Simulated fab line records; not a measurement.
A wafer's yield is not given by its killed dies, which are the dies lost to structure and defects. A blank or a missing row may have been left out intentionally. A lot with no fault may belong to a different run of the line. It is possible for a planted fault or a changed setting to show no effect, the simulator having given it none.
fab line records	flow sky130	part 1 of 2: steps 1 to 25 of 35
[record] lots = 5	wafers = 15	last_day = 51
route steps=708 shown POLY_CUT@309 SD_P@320 RES_XHIGH@332 SD_N@342
lots with no fault: from the same line, run without faults
start_h: hours from the record's opening day to when the first of the lot's shown wafers began	wait_h: hours from the lot's prior step to this one	" repeats the value in the row above	L1.1+2: several wafers, shown together as one row	- no value present, or no start provided	* or withheld: withheld	< > ~ a bound
route shown NAME@n: a module of which the file shows steps, and the number in the route of the first	usual: mean/standard deviation of fault-free wafers	same: alike in all rows	chamber/n: place in a boat	sites: each site's reading	_std_site: the standard deviation of these	_edge_site: mean of outer sites minus mean of inner sites	radius_mm: for every site, how far away it sits from the centre of the wafer	mask NAME#n: copy n	behind: the last tool/chamber to shape the wafer	hold: cause of the lot's hold/its duration in hours/its outcome	device: the n, p or np transistor that did not switch	end of line: tests of these same wafers at the route's end	a step with no rows: only its recipe	killed: the dies lost at the first sort to structure and to defects; this is not the yield of the wafer	map: the dies of a wafer, with x for killed, . for not killed, _ for no die there
set.NAME: the setting the step ran with; set.NAME@STEP: the setting that earlier step ran with	model.NAME: the simulator's own value behind a step, which no gauge read
lots at some steps of the route; a table a step, a row a wafer
services: when a tool's chamber went out of use (start_h, in hours from the record's first day, below 0 if earlier), for how many hours, and the reason
[[steps]]
[step SKY_POLY_CUT_COAT_02]
[recipe] resist = BARC	temp_c = withheld	time_s = withheld	spin_rpm = 3000	resist_thk_nm = 60
[usual] exhaust_pa = 45.2/0.89
lot.wafer	tool	chamber	start_h	wait_h	exhaust_pa
L078.1	litho_track-02	0	593.32	0.1	44.6
L078.2	"	0	"	"	44.9
L078.6	"	0	"	"	45.7
L080.1	litho_track-01	0	604.97	0.1	45.6
L080.4	"	0	"	"	46.4
L080.5	"	0	"	"	46.7
L084.1	litho_track-03	0	646.15	0.1	44.9
L084.2	"	0	"	"	46.5
L084.5	"	0	"	"	45.8
L091.2	litho_track-01	0	720.00	0.1	46.4
L091.3	"	0	"	"	44.2
L091.5	"	0	"	"	45.0
L095.1	litho_track-02	0	742.52	0.1	44.6
L095.2	"	0	"	"	45.6
L095.3	"	0	"	"	45.3
[step SKY_POLY_CUT_COAT_03]
[recipe] resist = KrF-thick	spin_rpm = 3000	resist_thk_nm = 450
[usual] exhaust_pa = 44.9/0.97
lot.wafer	tool	chamber	start_h	wait_h	exhaust_pa
L078.1	litho_track-02	0	-	-	44.8
L078.2	"	0	"	"	45.9
L078.6	"	0	"	"	46.7
L080.1	litho_track-01	0	-	-	43.1
L080.4	"	0	"	"	43.4
L080.5	"	0	"	"	44.4
L084.1	litho_track-03	0	-	-	45.0
L084.2	"	0	"	"	45.6
L084.5	"	0	"	"	44.9
L091.2	litho_track-01	0	-	-	43.5
L091.3	"	0	"	"	44.6
L091.5	"	0	"	"	43.4
L095.1	litho_track-02	0	-	-	45.3
L095.2	"	0	"	"	44.2
L095.3	"	0	"	"	44.7
[step SKY_POLY_CUT_SOFTBAKE_04]
[recipe] temp_c = 100	time_s = 90	resist = KrF-thick
[usual] exhaust_pa = 44.7/0.75	plate_temp_C = 100.02/0.13
lot.wafer	tool	chamber	start_h	wait_h	exhaust_pa	plate_temp_C
L078.1	litho_track-02	0	-	-	44.9	100.02
L078.2	"	0	"	"	44.6	99.94
L078.6	"	0	"	"	45.6	100.09
L080.1	litho_track-01	0	-	-	44.5	99.83
L080.4	"	0	"	"	44.4	99.99
L080.5	"	0	"	"	45.0	99.92
L084.1	litho_track-03	0	-	-	44.8	100.18
L084.2	"	0	"	"	44.7	99.94
L084.5	"	0	"	"	45.2	99.95
L091.2	litho_track-01	0	-	-	46.2	100.07
L091.3	"	0	"	"	44.9	100.16
L091.5	"	0	"	"	43.6	99.99
L095.1	litho_track-02	0	-	-	44.3	100.24
L095.2	"	0	"	"	43.4	100.21
L095.3	"	0	"	"	44.5	100.12
[step SKY_POLY_CUT_EXPOSE_05]
[recipe] mask_id = NPCM	na = 0.8	source_shape = annular	sigma_inner = 0.55	sigma_outer = 0.85	target_cd_nm = 270	dose_mj = 32
[same] na = 0.8
lot.wafer	tool	chamber	start_h	wait_h	mask
L078.1+2+6	krf_scanner-02	0	-	-	NPCM#0
L080.1+4+5	krf_scanner-02	0	-	-	NPCM#0
L084.1+2+5	krf_scanner-02	0	-	-	NPCM#0
L091.2+3+5	krf_scanner-02	0	-	-	NPCM#0
L095.1+2+3	krf_scanner-01	0	-	-	NPCM#0
[step SKY_POLY_CUT_PEB_06]
[recipe] peb_temp_c = withheld	peb_time_s = withheld	resist = KrF-thick
[usual] exhaust_pa = 45.0/0.82
lot.wafer	tool	chamber	start_h	wait_h	exhaust_pa
L078.1	litho_track-02	0	-	-	46.2
L078.2	"	0	"	"	45.3
L078.6	"	0	"	"	45.6
L080.1	litho_track-03	0	-	-	45.0
L080.4	"	0	"	"	45.6
L080.5	"	0	"	"	44.9
L084.1	litho_track-03	0	-	-	43.7
L084.2	"	0	"	"	43.0
L084.5	"	0	"	"	43.5
L091.2	litho_track-03	0	-	-	45.5
L091.3	"	0	"	"	45.3
L091.5	"	0	"	"	44.6
L095.1	litho_track-03	0	-	-	45.1
L095.2	"	0	"	"	44.7
L095.3	"	0	"	"	44.6
[step SKY_POLY_CUT_DEVELOP_07]
[recipe] develop_time_s = 60	resist = KrF-thick	dev_temp_c = 21
[usual] exhaust_pa = 44.8/0.86
lot.wafer	tool	chamber	start_h	wait_h	exhaust_pa
L078.1	litho_track-02	0	-	-	46.0
L078.2	"	0	"	"	46.7
L078.6	"	0	"	"	46.4
L080.1	litho_track-03	0	-	-	43.6
L080.4	"	0	"	"	44.8
L080.5	"	0	"	"	43.2
L084.1	litho_track-03	0	-	-	44.6
L084.2	"	0	"	"	45.1
L084.5	"	0	"	"	44.7
L091.2	litho_track-03	0	-	-	45.9
L091.3	"	0	"	"	45.4
L091.5	"	0	"	"	44.3
L095.1	litho_track-03	0	-	-	44.9
L095.2	"	0	"	"	45.3
L095.3	"	0	"	"	44.9
[step SKY_POLY_CUT_CD_MEAS_08]
[recipe] target_cd_nm = 270
[usual] cd_nm = 270.2/1.4
lot.wafer	tool	chamber	start_h	wait_h	cd_nm
L078.1	cd_sem-02	-	608.37	-	271.0
L078.2	"	-	"	"	271.5
L078.6	"	-	"	"	270.5
L080.1	cd_sem-01	-	620.55	-	269.8
L080.4	"	-	"	"	267.9
L080.5	"	-	"	"	267.8
L084.1	cd_sem-01	-	661.20	-	270.8
L084.2	"	-	"	"	270.1
L084.5	"	-	"	"	270.3
L091.2	cd_sem-02	-	734.12	-	270.6
L091.3	"	-	"	"	270.6
L091.5	"	-	"	"	268.9
L095.1	cd_sem-02	-	756.25	-	271.4
L095.2	"	-	"	"	271.4
L095.3	"	-	"	"	271.0
[step SKY_POLY_CUT_OVL_MEAS_09]
[usual] POLY_CUT_OVL = -1/5.2
lot.wafer	tool	chamber	start_h	wait_h	POLY_CUT_OVL[nm]
L078.1	overlay-02	-	608.49	0.1	7
L078.2	"	-	"	"	7
L078.6	"	-	"	"	7
L080.1	overlay-01	-	620.68	0.1	3
L080.4	"	-	"	"	6
L080.5	"	-	"	"	-1
L084.1	overlay-02	-	661.32	0.1	-3
L084.2	"	-	"	"	-5
L084.5	"	-	"	"	-6
L091.2	overlay-01	-	734.23	0.1	1
L091.3	"	-	"	"	7
L091.5	"	-	"	"	-5
L095.1	overlay-01	-	756.37	0.1	-1
L095.2	"	-	"	"	-9
L095.3	"	-	"	"	4
[step SKY_POLY_CUT_ETCH_10]
[recipe] chemistry = N2/H2	target = BARC	ion_energy_ev = 200	source_w = 500	bias_w = 100	pressure_mtorr = 30	n2_flow_sccm = 100	h2_flow_sccm = 200	stop_on = SiO2	time_s = 45.9	target_depth_a = 600
[usual] drypump_motor_current_A = 5.6/0.46	oes_product_au = 0.855/0.0047	throttle_valve_pct = 13.225/0.0086
lot.wafer	tool	chamber	start_h	wait_h	drypump_motor_current_A	oes_product_au	rf_hours_counter_h	throttle_valve_pct
L078.1	rie_diel-03	2	608.53	0.0	5.9	0.851	17	13.224
L078.2	"	0	"	"	5.2	0.856	0	13.217
L078.6	"	0	"	"	5.2	0.851	-	13.231
L080.1	rie_diel-02	3	620.71	0.0	5.0	0.859	3	13.212
L080.4	"	0	"	"	5.2	0.858	6	13.218
L080.5	"	1	"	"	6.1	0.850	-	13.229
L084.1	rie_diel-01	3	661.36	0.0	5.1	0.855	6	13.228
L084.2	"	2	"	"	6.1	0.848	25	13.221
L084.5	"	3	"	"	5.1	0.851	-	13.221
L091.2	rie_diel-01	0	734.26	0.0	5.5	0.863	9	13.220
L091.3	"	2	"	"	6.1	0.844	28	13.225
L091.5	"	3	"	"	5.1	0.856	-	13.231
L095.1	rie_diel-01	0	756.41	0.0	5.5	0.858	10	13.216
L095.2	"	2	"	"	6.1	0.852	28	13.211
L095.3	"	3	"	"	5.1	0.869	8	13.226
[step SKY_POLY_CUT_ETCH_11]
[recipe] target = Si3N4	chemistry = CF4/CH2F2/Ar	stop_on = poly-Si	source_w = 600	bias_w = 150	pressure_mtorr = 40	cf4_flow_sccm = 40	ch2f2_flow_sccm = 20	Ar_flow_sccm = 150	time_s = 42.5	target_depth_a = 600
[usual] drypump_motor_current_A = 5.6/0.46	oes_product_au = 0.829/0.007	throttle_valve_pct = 14.996/0.0089
lot.wafer	tool	chamber	start_h	wait_h	drypump_motor_current_A	oes_product_au	rf_hours_counter_h	throttle_valve_pct
L078.1	rie_diel-03	2	608.57	0.0	5.9	0.827	17	15.001
L078.2	"	0	"	"	5.3	0.825	0	14.997
L078.6	"	0	"	"	5.3	0.826	-	14.988
L080.1	rie_diel-02	3	620.75	0.0	5.0	0.812	3	15.018
L080.4	"	0	"	"	5.2	0.823	6	14.996
L080.5	"	1	"	"	6.1	0.829	-	15.000
L084.1	rie_diel-01	3	661.40	0.0	5.1	0.829	6	14.993
L084.2	"	2	"	"	6.0	0.822	25	14.995
L084.5	"	3	"	"	5.1	0.820	-	14.986
L091.2	rie_diel-01	0	734.30	0.0	5.5	0.843	9	14.990
L091.3	"	2	"	"	6.1	0.837	28	15.006
L091.5	"	3	"	"	5.1	0.846	-	14.981
L095.1	rie_diel-01	0	756.45	0.0	5.5	0.837	10	14.994
L095.2	"	2	"	"	6.1	0.830	28	14.995
L095.3	"	3	"	"	5.1	0.835	8	14.987
[step SKY_POLY_CUT_STRIP_12]
[recipe] chemistry = O2/N2	power_w = 1400	pressure_mtorr = 1500	platen_temp_c = withheld	o2_flow_sccm = 3000	n2_flow_sccm = 300	overash_fraction = 0.5
[usual] drypump_motor_current_A = 5.5/0.48	oes_product_au = 0.452/0.0045	strip_time_to_endpoint_s = 5.356/0.017
lot.wafer	tool	chamber	start_h	wait_h	drypump_motor_current_A	oes_product_au	rf_hours_counter_h	strip_time_to_endpoint_s
L078.1	plasma_asher-03	1	608.61	0.0	5.8	0.457	89	5.367
L078.2	"	0	"	"	6.3	0.451	89	5.351
L078.6	"	0	"	"	6.4	0.452	-	5.329
L080.1	plasma_asher-01	1	620.80	0.0	4.8	0.449	81	5.347
L080.4	"	0	"	"	5.7	0.449	-	5.334
L080.5	"	1	"	"	4.8	0.447	-	5.336
L084.1	plasma_asher-03	1	661.44	0.0	5.8	0.453	95	5.366
L084.2	"	0	"	"	6.3	0.460	95	5.362
L084.5	"	0	"	"	6.4	0.449	-	5.370
L091.2	plasma_asher-02	1	734.34	0.0	5.6	0.454	62	5.326
L091.3	"	1	"	"	5.6	0.452	-	5.342
L091.5	"	1	"	"	5.6	0.459	-	5.357
L095.1	plasma_asher-02	1	756.49	0.0	5.6	0.446	64	5.367
L095.2	"	0	"	"	5.1	0.447	64	5.337
L095.3	"	0	"	"	5.1	0.455	-	5.339
[step SKY_SD_P_DEHYDRATE_00]
[recipe] temp_c = 200	time_s = 60
[usual] exhaust_pa = 45.1/0.86	plate_temp_C = 200.02/0.15
lot.wafer	tool	chamber	start_h	wait_h	exhaust_pa	plate_temp_C
L078.1	litho_track-01	0	622.52	13.9	43.3	200.15
L078.2	"	0	"	"	42.7	199.81
L078.6	"	0	"	"	44.0	199.87
L080.1	litho_track-01	0	634.27	13.4	44.6	200.10
L080.4	"	0	"	"	46.6	199.98
L080.5	"	0	"	"	45.5	199.86
L084.1	litho_track-04	0	675.18	13.7	44.9	200.25
L084.2	"	0	"	"	45.1	200.25
L084.5	"	0	"	"	46.1	200.29
L091.2	litho_track-02	0	747.95	13.6	44.3	200.28
L091.3	"	0	"	"	44.6	199.90
L091.5	"	0	"	"	43.8	199.99
L095.1	litho_track-01	0	769.48	13.0	45.8	200.27
L095.2	"	0	"	"	44.7	200.09
L095.3	"	0	"	"	44.5	199.99
[step SKY_SD_P_HMDS_01]
[recipe] prime_time_s = 60	prime_temp_c = 120
[usual] exhaust_pa = 44.8/0.92
lot.wafer	tool	chamber	start_h	wait_h	exhaust_pa
L078.1	litho_track-01	0	622.67	0.1	44.4
L078.2	"	0	"	"	44.5
L078.6	"	0	"	"	45.2
L080.1	litho_track-01	0	634.42	0.1	43.9
L080.4	"	0	"	"	44.9
L080.5	"	0	"	"	43.5
L084.1	litho_track-04	0	675.33	0.1	45.2
L084.2	"	0	"	"	44.2
L084.5	"	0	"	"	43.7
L091.2	litho_track-02	0	748.10	0.1	44.8
L091.3	"	0	"	"	44.4
L091.5	"	0	"	"	46.0
L095.1	litho_track-01	0	769.63	0.1	45.2
L095.2	"	0	"	"	44.7
L095.3	"	0	"	"	44.4
[step SKY_SD_P_COAT_02]
[recipe] resist = NOVOLAK	spin_rpm = 3000	resist_thk_nm = 1140
[usual] exhaust_pa = 44.9/0.95
lot.wafer	tool	chamber	start_h	wait_h	exhaust_pa
L078.1	litho_track-01	0	622.82	0.1	44.5
L078.2	"	0	"	"	44.3
L078.6	"	0	"	"	44.2
L080.1	litho_track-01	0	634.57	0.1	44.9
L080.4	"	0	"	"	45.2
L080.5	"	0	"	"	45.1
L084.1	litho_track-04	0	675.48	0.1	46.2
L084.2	"	0	"	"	46.0
L084.5	"	0	"	"	45.3
L091.2	litho_track-02	0	748.25	0.1	45.1
L091.3	"	0	"	"	43.7
L091.5	"	0	"	"	45.1
L095.1	litho_track-01	0	769.78	0.1	45.6
L095.2	"	0	"	"	45.1
L095.3	"	0	"	"	45.0
[step SKY_SD_P_SOFTBAKE_03]
[recipe] temp_c = 90	time_s = 60	resist = NOVOLAK
[usual] exhaust_pa = 45.2/0.86	plate_temp_C = 90.03/0.11
lot.wafer	tool	chamber	start_h	wait_h	exhaust_pa	plate_temp_C
L078.1	litho_track-01	0	622.97	0.1	45.9	90.02
L078.2	"	0	"	"	45.5	90.14
L078.6	"	0	"	"	45.1	90.07
L080.1	litho_track-01	0	634.72	0.1	46.7	89.84
L080.4	"	0	"	"	44.9	90.05
L080.5	"	0	"	"	46.6	89.87
L084.1	litho_track-04	0	675.63	0.1	45.4	89.94
L084.2	"	0	"	"	43.5	90.08
L084.5	"	0	"	"	44.6	89.99
L091.2	litho_track-02	0	748.40	0.1	45.6	90.12
L091.3	"	0	"	"	45.4	90.04
L091.5	"	0	"	"	45.5	89.98
L095.1	litho_track-01	0	769.93	0.1	45.1	90.08
L095.2	"	0	"	"	47.5	89.86
L095.3	"	0	"	"	44.8	89.87
[step SKY_SD_P_EXPOSE_04]
[recipe] mask_id = PSDM	na = 0.6	source_shape = conventional	sigma_outer = 0.6	polarization = unpolarized	target_cd_nm = 380	dose_mj = 138
[same] na = 0.6
lot.wafer	tool	chamber	start_h	wait_h	mask
L078.1+2+6	iline_stepper-01	0	-	-	PSDM#0
L080.1+4+5	iline_stepper-02	0	-	-	PSDM#0
L084.1+2+5	iline_stepper-01	0	-	-	PSDM#0
L091.2+3+5	iline_stepper-01	0	-	-	PSDM#0
L095.1+2+3	iline_stepper-02	0	-	-	PSDM#0
[step SKY_SD_P_PEB_05]
[recipe] temp_c = withheld	time_s = *	resist = NOVOLAK
[usual] exhaust_pa = 45.0/0.77
lot.wafer	tool	chamber	start_h	wait_h	exhaust_pa
L078.1	litho_track-04	0	-	-	44.7
L078.2	"	0	"	"	44.5
L078.6	"	0	"	"	44.8
L080.1	litho_track-04	0	-	-	45.2
L080.4	"	0	"	"	44.0
L080.5	"	0	"	"	45.9
L084.1	litho_track-04	0	-	-	46.8
L084.2	"	0	"	"	45.5
L084.5	"	0	"	"	46.8
L091.2	litho_track-04	0	-	-	45.8
L091.3	"	0	"	"	45.8
L091.5	"	0	"	"	45.1
L095.1	litho_track-04	0	-	-	44.5
L095.2	"	0	"	"	44.7
L095.3	"	0	"	"	45.3
[step SKY_SD_P_DEVELOP_06]
[recipe] resist = NOVOLAK	developer = TMAH	develop_time_s = 60	dev_temp_c = 23
[usual] exhaust_pa = 45.2/0.83
lot.wafer	tool	chamber	start_h	wait_h	exhaust_pa
L078.1	litho_track-04	0	637.33	0.1	45.5
L078.2	"	0	"	"	46.7
L078.6	"	0	"	"	46.1
L080.1	litho_track-04	0	649.78	0.1	44.3
L080.4	"	0	"	"	44.3
L080.5	"	0	"	"	44.0
L084.1	litho_track-04	0	689.58	0.1	46.3
L084.2	"	0	"	"	45.5
L084.5	"	0	"	"	44.2
L091.2	litho_track-04	0	762.06	0.1	47.1
L091.3	"	0	"	"	46.2
L091.5	"	0	"	"	46.2
L095.1	litho_track-04	0	783.28	0.1	46.0
L095.2	"	0	"	"	46.2
L095.3	"	0	"	"	45.2
[step SKY_SD_P_CD_MEAS_07]
[recipe] target_cd_nm = 380
[usual] cd_nm = 379.1/2.7
lot.wafer	tool	chamber	start_h	wait_h	cd_nm
L078.1	cd_sem-01	-	637.48	0.1	377.8
L078.2	"	-	"	"	379.8
L078.6	"	-	"	"	378.0
L080.1	cd_sem-02	-	649.93	0.1	382.7
L080.4	"	-	"	"	381.6
L080.5	"	-	"	"	382.4
L084.1	cd_sem-01	-	689.73	0.1	378.7
L084.2	"	-	"	"	378.1
L084.5	"	-	"	"	376.0
L091.2	cd_sem-02	-	762.20	0.1	375.9
L091.3	"	-	"	"	380.2
L091.5	"	-	"	"	379.3
L095.1	cd_sem-02	-	783.43	0.1	387.5
L095.2	"	-	"	"	384.4
L095.3	"	-	"	"	386.4
[step SKY_SD_P_OVL_MEAS_08]
[usual] SD_P_OVL = -0.9/1.1
lot.wafer	tool	chamber	start_h	wait_h	SD_P_OVL[nm]
L078.1	overlay-02	-	637.60	0.1	-1.0
L078.2	"	-	"	"	-1.7
L078.6	"	-	"	"	0.4
L080.1	overlay-02	-	650.05	0.1	-2.0
L080.4	"	-	"	"	-0.7
L080.5	"	-	"	"	-1.5
L084.1	overlay-02	-	689.85	0.1	-0.8
L084.2	"	-	"	"	0.7
L084.5	"	-	"	"	1.1
L091.2	overlay-01	-	762.31	0.1	-0.6
L091.3	"	-	"	"	-1.4
L091.5	"	-	"	"	0.0
L095.1	overlay-02	-	783.55	0.1	-2.6
L095.2	"	-	"	"	-1.6
L095.3	"	-	"	"	-1.5
[step SKY_SD_P_IMPLANT_09]
[recipe] species = BF2	energy_kev = 20	dose_cm2 = 3e+15	tilt_deg = 0
[same] implant_ion_amu = 49
lot.wafer	tool	chamber	start_h	wait_h
L078.1+2+6	implanter-02	0	637.64	0.0
L080.1+4+5	implanter-01	0	650.09	0.0
L084.1+2+5	implanter-01	0	689.89	0.0
L091.2+3+5	implanter-01	0	762.36	0.0
L095.1+2+3	implanter-02	0	783.59	0.0
[step SKY_SD_P_STRIP_10]
[recipe] chemistry = O2/N2	power_w = 1400	pressure_mtorr = 1500	platen_temp_c = withheld	o2_flow_sccm = 3000	n2_flow_sccm = 300	overash_fraction = 0.5
[usual] drypump_motor_current_A = 5.4/0.52	oes_product_au = 0.618/0.0045	strip_time_to_endpoint_s = 17.50/0.035
lot.wafer	tool	chamber	start_h	wait_h	drypump_motor_current_A	oes_product_au	rf_hours_counter_h	strip_time_to_endpoint_s
L078.1	plasma_asher-03	0	637.79	0.1	6.3	0.614	92	17.51
L078.2	"	1	"	"	5.8	0.616	92	17.47
L078.6	"	1	"	"	5.8	0.616	-	17.50
L080.1	plasma_asher-01	0	650.24	0.1	5.7	0.620	84	17.54
L080.4	"	1	"	"	4.9	0.625	-	17.55
L080.5	"	0	"	"	5.7	0.616	-	17.53
L084.1	plasma_asher-04	0	690.04	0.1	5.2	0.619	24	17.49
L084.2	"	1	"	"	4.8	0.620	24	17.50
L084.5	"	1	"	"	4.9	0.611	-	17.50
L091.2	plasma_asher-04	1	762.49	0.1	4.9	0.619	32	17.51
L091.3	"	1	"	"	4.9	0.612	-	17.48
L091.5	"	0	"	"	5.2	0.609	-	17.49
L095.1	plasma_asher-01	0	783.74	0.1	5.7	0.623	97	17.50
L095.2	"	1	"	"	4.8	0.621	97	17.52
L095.3	"	1	"	"	4.8	0.613	-	17.50
[step SKY_SD_P_TW_MEAS_11]
[usual] SD_P_TW = 2816/18
lot.wafer	tool	chamber	start_h	wait_h	SD_P_TW
L078.1	film_metro-01	-	637.89	0.1	2823
L078.2	"	-	"	"	2824
L078.6	"	-	"	"	2830
L080.1	film_metro-02	-	650.34	0.1	2791
L080.4	"	-	"	"	2794
L080.5	"	-	"	"	2789
L084.1	film_metro-04	-	690.14	0.1	2842
L084.2	"	-	"	"	2830
L084.5	"	-	"	"	2838
L091.2	film_metro-04	-	762.60	0.1	2830
L091.3	"	-	"	"	2842
L091.5	"	-	"	"	2846
L095.1	film_metro-04	-	783.84	0.1	2838
L095.2	"	-	"	"	2829
L095.3	"	-	"	"	2826
[step SKY_RES_XHIGH_DEHYDRATE_00]
[recipe] temp_c = 200	time_s = 60
[usual] exhaust_pa = 44.9/0.86	plate_temp_C = 200.01/0.14
lot.wafer	tool	chamber	start_h	wait_h	exhaust_pa	plate_temp_C
L078.1	litho_track-03	0	652.50	14.6	45.9	200.02
L078.2	"	0	"	"	44.6	199.96
L078.6	"	0	"	"	45.5	199.79
L080.1	litho_track-02	0	664.47	14.1	44.0	199.88
L080.4	"	0	"	"	43.9	200.17
L080.5	"	0	"	"	45.0	200.14
L084.1	litho_track-04	0	703.33	13.2	44.6	200.00
L084.2	"	0	"	"	43.7	199.95
L084.5	"	0	"	"	44.6	200.05
L091.2	litho_track-04	0	775.01	12.4	45.0	199.96
L091.3	"	0	"	"	44.0	200.06
L091.5	"	0	"	"	44.0	200.21
L095.1	litho_track-03	0	796.30	12.5	43.2	200.16
L095.2	"	0	"	"	43.5	200.07
L095.3	"	0	"	"	44.2	200.09
[step SKY_RES_XHIGH_HMDS_01]
[recipe] prime_time_s = 60	prime_temp_c = 120
[usual] exhaust_pa = 45.0/0.96
lot.wafer	tool	chamber	start_h	wait_h	exhaust_pa
L078.1	litho_track-03	0	652.65	0.1	45.1
L078.2	"	0	"	"	44.4
L078.6	"	0	"	"	43.7
L080.1	litho_track-02	0	664.62	0.1	44.4
L080.4	"	0	"	"	45.5
L080.5	"	0	"	"	44.2
L084.1	litho_track-04	0	703.48	0.1	44.5
L084.2	"	0	"	"	44.2
L084.5	"	0	"	"	45.2
L091.2	litho_track-04	0	775.16	0.1	44.4
L091.3	"	0	"	"	44.2
L091.5	"	0	"	"	44.0
L095.1	litho_track-03	0	796.45	0.1	44.7
L095.2	"	0	"	"	43.2
L095.3	"	0	"	"	45.4
